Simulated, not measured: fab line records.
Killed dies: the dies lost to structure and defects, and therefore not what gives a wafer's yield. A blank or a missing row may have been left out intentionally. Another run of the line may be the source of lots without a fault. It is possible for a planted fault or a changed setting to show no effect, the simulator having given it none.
Chamber matching + flow sky130 + SKY_VIA2_HDPCVD_00 on hdpcvd-01: 3 sister chambers
The step deposits SiO2, target thk 1180 nm, time 196.7 s. 14 wafers are shown with their chamber, then 7 later ones without.

## WAFERS PAIRED WITH THEIR CHAMBERS
| wafer  | chamber | sih4 flow sccm (sccm) |
|--------|---------|-----------------------|
| L136.2 | 0       | 59.85                 |
| L136.3 | 2       | 60.30                 |
| L136.4 | 0       | 60.05                 |
| L137.1 | 1       | 59.50                 |
| L137.3 | 2       | 60.09                 |
| L137.5 | 0       | 59.82                 |
| L144.1 | 0       | 60.05                 |
| L144.3 | 1       | 60.23                 |
| L144.5 | 0       | 59.90                 |
| L147.1 | 0       | 59.86                 |
| L147.4 | 1       | 60.37                 |
| L147.5 | 2       | 59.73                 |
| L149.2 | 2       | 60.27                 |
| L149.3 | 1       | 59.96                 |

SIGNATURES (means of the wafers above)
| reading        | chamber 0 | chamber 1 | chamber 2 | scatter within a chamber |
|----------------|-----------|-----------|-----------|--------------------------|
| sih4 flow sccm | 59.9217   | 60.0150   | 60.0975   | 0.252                    |
Rule: a wafer lies at a distance from a chamber equal to the root of the sum of squares, over the readings, of (its reading less the chamber's mean, divided by the reading's scatter). If the next closest chamber is less than 2 further off than the closest, the wafer can't be placed; otherwise it belongs to the closest. The scatter: take each reading less its chamber's mean, square it, sum over the shown wafers, divide by the number of wafers less the number of chambers, and take the root.

## WAFERS WITH NO CHAMBER GIVEN
| wafer  | sih4 flow sccm (sccm) |
|--------|-----------------------|
| L149.5 | 60.15                 |
| L154.2 | 60.19                 |
| L154.4 | 59.96                 |
| L154.6 | 59.99                 |
| L158.4 | 60.05                 |
| L158.5 | 59.91                 |
| L158.6 | 60.13                 |

## WHICH CHAMBER EACH ONE RAN IN
| wafer  | from the rows above          | in truth |
|--------|------------------------------|----------|
| L149.5 | can't be placed: 2 or 1 or 0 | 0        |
| L154.2 | can't be placed: 2 or 1 or 0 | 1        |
| L154.4 | can't be placed: 0 or 1 or 2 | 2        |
| L154.6 | can't be placed: 1 or 0 or 2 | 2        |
| L158.4 | can't be placed: 1 or 2 or 0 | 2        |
| L158.5 | can't be placed: 0 or 1 or 2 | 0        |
| L158.6 | can't be placed: 2 or 1 or 0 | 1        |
Correctly placed: 0 of 7. Unplaceable from these rows: 7, with the true chamber sitting among the candidates in 7. 0 placed wrongly.
